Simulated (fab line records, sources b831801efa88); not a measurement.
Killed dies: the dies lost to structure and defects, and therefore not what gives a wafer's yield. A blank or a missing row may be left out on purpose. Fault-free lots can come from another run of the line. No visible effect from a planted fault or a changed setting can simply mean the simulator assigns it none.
Matching of chambers + flow gf180mcu + GF_V1_CMP_26 on cmp-01 has 4 sister chambers
The step polishes, stops on SiO2, t overpolish 15 s, target thk 0 nm. 8 wafers are shown with their chamber, then 12 later ones without.

## WAFERS, EACH WITH ITS CHAMBER
| wafer  | chamber | motor current A (A) | time to endpoint s (s) |
|--------|---------|---------------------|------------------------|
| L089.1 | 0       | 13.3                | 86                     |
| L089.5 | 3       | 11.3                | 76                     |
| L090.2 | 3       | 11.4                | 73                     |
| L090.3 | 0       | 13.5                | 89                     |
| L090.4 | 2       | 12.5                | 80                     |
| L091.2 | 2       | 12.1                | 78                     |
| L091.3 | 1       | 12.0                | 83                     |
| L091.6 | 1       | 11.5                | 83                     |

## WAFERS WITHOUT THEIR CHAMBER
| wafer  | motor current A (A) | time to endpoint s (s) |
|--------|---------------------|------------------------|
| L092.1 | 11.7                | 85                     |
| L092.3 | 14.0                | 92                     |
| L092.4 | 11.1                | 77                     |
| L093.1 | 12.7                | 79                     |
| L093.3 | 10.5                | 75                     |
| L093.6 | 11.4                | 84                     |
| L094.1 | 10.9                | 82                     |
| L094.3 | 13.0                | 86                     |
| L094.6 | 11.3                | 74                     |
| L097.3 | 13.1                | 84                     |
| L097.5 | 11.3                | 82                     |
| L097.6 | 13.0                | 84                     |

## THE CHAMBER EACH PASSED THROUGH
| wafer  | from the rows above     | in truth                   |
|--------|-------------------------|----------------------------|
| L092.1 | 1                       | 1                          |
| L092.3 | 0                       | 0                          |
| L092.4 | 3                       | 3                          |
| L093.1 | 2                       | 2                          |
| L093.3 | 3                       | 3                          |
| L093.6 | 1                       | 1                          |
| L094.1 | can't be placed: 1 or 3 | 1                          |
| L094.3 | 0                       | 0                          |
| L094.6 | 3                       | 3                          |
| L097.3 | 0                       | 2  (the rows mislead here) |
| L097.5 | 1                       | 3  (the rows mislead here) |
| L097.6 | can't be placed: 0 or 2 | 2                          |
Correctly placed: 8 of 12. Not placeable from these rows: 2 (in 2, the candidates include the true chamber). Placed wrongly: 2.
How it was worked out, from the rows above alone: a wafer's distance from a chamber is the root of the sum, over the readings, of the square of ((its reading less the chamber's mean) divided by the reading's scatter). If the next closest chamber is less than 2 further off than the closest, the wafer can't be placed; otherwise it belongs to the closest. A chamber's mean is the mean of its shown wafers. The scatter: take each reading less its chamber's mean, square it, sum over the shown wafers, divide by the number of wafers less the number of chambers, and take the root.
